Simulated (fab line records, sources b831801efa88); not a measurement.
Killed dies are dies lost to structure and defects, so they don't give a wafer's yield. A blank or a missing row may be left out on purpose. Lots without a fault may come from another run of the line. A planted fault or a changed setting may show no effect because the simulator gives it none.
Chamber matching | flow sky130 | SKY_FIELD_ISO_ETCH_17 on rie_si-01: 4 sister chambers
The step etches Si in HBr/Cl2/O2, target depth 342 nm, time 97.7 s. 7 wafers are shown with their chamber, then 7 later ones without.

WAFERS WITH THEIR CHAMBER
wafer  | chamber | drypump_motor_current_A (A) | run_length_s (s)
L369.3 | 1       | 5.80                        | 125.6
L369.6 | 3       | 5.07                        | 126.2
L371.4 | 0       | 5.73                        | 125.6
L373.5 | 2       | 5.27                        | 125.7
L373.6 | 1       | 5.77                        | 125.3
L380.3 | 3       | 5.07                        | 126.0
L380.4 | 2       | 5.26                        | 125.8

WAFERS WITHOUT THEIR CHAMBER
wafer  | drypump_motor_current_A (A) | run_length_s (s)
L380.6 | 5.74                        | 125.6
L384.1 | 5.77                        | 125.5
L384.5 | 5.08                        | 125.9
L384.6 | 5.27                        | 125.9
L387.1 | 5.74                        | 125.7
L387.3 | 5.74                        | 125.4
L387.5 | 5.76                        | 125.3

WHICH CHAMBER EACH WENT THROUGH
wafer  | from the rows above     | in truth
L380.6 | 0                       | 0
L384.1 | can't be placed: 1 or 0 | 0
L384.5 | 3                       | 3
L384.6 | 2                       | 2
L387.1 | 0                       | 0
L387.3 | can't be placed: 0 or 1 | 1
L387.5 | can't be placed: 1 or 0 | 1
Placed correctly: 4 of 7. Can't be placed from these rows: 3 (the true chamber is among the candidates in 3). Placed wrongly: 0.
How it was worked out, from the rows above alone: a wafer's distance from a chamber is the root of the sum, over the readings, of the square of ((its reading less the chamber's mean) divided by the reading's scatter). The wafer belongs to the nearest chamber; if the next one is less than 2 further off, it can't be placed. A chamber's mean is the mean of its shown wafers. The scatter: the root of (the sum of the squares of (reading less its chamber's mean) over the shown wafers, divided by (wafers less chambers)).
